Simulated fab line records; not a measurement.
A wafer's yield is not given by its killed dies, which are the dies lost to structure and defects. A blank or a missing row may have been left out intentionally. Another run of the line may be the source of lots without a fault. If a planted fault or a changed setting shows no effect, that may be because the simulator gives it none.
Check of tool commonality :: flow gf180mcu :: 11 lots, 33 wafers sampled

WHY IT WAS OPENED
At GF_M2_CD_MEAS_14 the reading cd nm is flagged on 2 of 11 lots. Wafers without a fault read 279.9 nm, standard deviation 1.2.
Rule: flag the lot when none of its wafers has a number, or when each of its wafers that has one lies beyond 4 standard deviations from that mean. The other lots count as sound.

lot: L230
measured: day 19 10:37
on: cd sem-02
cd nm (nm), wafer by wafer: 280.4 279.9 281.6
flag: 

lot: L231
measured: day 20 10:42
on: cd sem-01
cd nm (nm), wafer by wafer: 280.2 279.8 279.7
flag: 

lot: L233
measured: day 21 01:31
on: cd sem-01
cd nm (nm), wafer by wafer: 278.4 278.3 279.1
flag: 

lot: L232
measured: day 21 06:07
on: cd sem-02
cd nm (nm), wafer by wafer: 279.7 281.0 279.6
flag: 

lot: L234
measured: day 21 13:51
on: cd sem-02
cd nm (nm), wafer by wafer: 279.4 278.9 280.1
flag: 

lot: L235
measured: day 21 18:46
on: cd sem-02
cd nm (nm), wafer by wafer: 280.1 281.0 281.3
flag: 

lot: L236
measured: day 22 08:54
on: cd sem-02
cd nm (nm), wafer by wafer: 280.9 280.9 280.7
flag: 

lot: L238
measured: day 23 06:14
on: cd sem-01
cd nm (nm), wafer by wafer: 280.2 280.8 280.3
flag: 

lot: L242
measured: day 24 07:30
on: cd sem-01
cd nm (nm), wafer by wafer: 277.8 279.0 278.3
flag: 

lot: L244
measured: day 24 17:58
on: cd sem-02
cd nm (nm), wafer by wafer: 229.7 224.5 249.1
flag: FLAGGED

lot: L245
measured: day 25 04:12
on: cd sem-01
cd nm (nm), wafer by wafer: 221.2 260.6 268.7
flag: FLAGGED
The numbers of the flagged lots are 242.3 nm on average: -37.6 nm against the usual, or -31 standard deviations.

LOT BY LOT: THE TOOL USED
Before the reading, the record contains 2 process steps out of a 602-step route. In each cell: the tool, then ch and the chambers that the sampled wafers went through, then the start.
lot: L230
flag: 
GF_M1_SPUTTER_00: pvd sputter-01, day 16 08:40
GF_M2_EXPOSE_11: krf scanner-02 ch 0, day 18 22:47

lot: L231
flag: 
GF_M1_SPUTTER_00: pvd sputter-01, day 17 06:41
GF_M2_EXPOSE_11: krf scanner-01 ch 0, day 19 22:50

lot: L233
flag: 
GF_M1_SPUTTER_00: pvd sputter-03, day 17 21:27
GF_M2_EXPOSE_11: krf scanner-02 ch 0, day 20 12:47

lot: L232
flag: 
GF_M1_SPUTTER_00: pvd sputter-01, day 18 01:59
GF_M2_EXPOSE_11: krf scanner-02 ch 0, day 20 18:26

lot: L234
flag: 
GF_M1_SPUTTER_00: pvd sputter-03, day 18 08:43
GF_M2_EXPOSE_11: krf scanner-01 ch 0, day 21 02:26

lot: L235
flag: 
GF_M1_SPUTTER_00: pvd sputter-03, day 18 14:11
GF_M2_EXPOSE_11: krf scanner-01 ch 0, day 21 06:43

lot: L236
flag: 
GF_M1_SPUTTER_00: pvd sputter-03, day 19 04:19
GF_M2_EXPOSE_11: krf scanner-02 ch 0, day 21 21:05

lot: L238
flag: 
GF_M1_SPUTTER_00: pvd sputter-02, day 20 03:19
GF_M2_EXPOSE_11: krf scanner-01 ch 0, day 22 18:37

lot: L242
flag: 
GF_M1_SPUTTER_00: pvd sputter-01, day 21 05:42
GF_M2_EXPOSE_11: krf scanner-02 ch 0, day 23 19:37

lot: L244
flag: FLAGGED
GF_M1_SPUTTER_00: pvd sputter-01, day 21 18:32
GF_M2_EXPOSE_11: krf scanner-01 ch 0, day 24 07:35

lot: L245
flag: FLAGGED
GF_M1_SPUTTER_00: pvd sputter-02, day 22 04:53
GF_M2_EXPOSE_11: krf scanner-01 ch 0, day 24 17:08
What the steps here do:
- GF_M1_SPUTTER_00: material Ti, target thk 37.5 nm, time 150 s.
- GF_M2_EXPOSE_11: exposes mask Metal2, target cd 280 nm.
- GF_M2_CD_MEAS_14: target cd 280 nm.

FLAGGED OVER TOTAL, TOOL BY TOOL (the gauges that took the reading come last)
step: GF_M1_SPUTTER_00
tool: pvd sputter-01
lots run: 5
flagged: 1
share of the flagged lots: some
sound lots run after its first flagged lot: 0

step: GF_M1_SPUTTER_00
tool: pvd sputter-02
lots run: 2
flagged: 1
share of the flagged lots: some
sound lots run after its first flagged lot: 0

step: GF_M1_SPUTTER_00
tool: pvd sputter-03
lots run: 4
flagged: 0
share of the flagged lots: none
sound lots run after its first flagged lot: -

step: GF_M2_EXPOSE_11
tool: krf scanner-01
lots run: 6
flagged: 2
share of the flagged lots: all
sound lots run after its first flagged lot: 0

step: GF_M2_EXPOSE_11
tool: krf scanner-02
lots run: 5
flagged: 0
share of the flagged lots: none
sound lots run after its first flagged lot: -

step: GF_M2_CD_MEAS_14
tool: cd sem-01
lots run: 5
flagged: 1
share of the flagged lots: some
sound lots run after its first flagged lot: 0

step: GF_M2_CD_MEAS_14
tool: cd sem-02
lots run: 6
flagged: 1
share of the flagged lots: some
sound lots run after its first flagged lot: 0

WHAT THE TABLE PERMITS
All flagged lots share 1 row of the table, namely krf scanner-01 at GF_M2_EXPOSE_11.
- krf scanner-01 at GF_M2_EXPOSE_11: 2 of its 6 lots flagged. It ran its last sound lot, L238, at day 22 18:37 and its first flagged lot, L244, at day 24 07:35: a fault with its onset between the two fits.
Left over: one tool, krf scanner-01 at GF_M2_EXPOSE_11.

WHAT WAS PUT IN BY THE SIMULATOR
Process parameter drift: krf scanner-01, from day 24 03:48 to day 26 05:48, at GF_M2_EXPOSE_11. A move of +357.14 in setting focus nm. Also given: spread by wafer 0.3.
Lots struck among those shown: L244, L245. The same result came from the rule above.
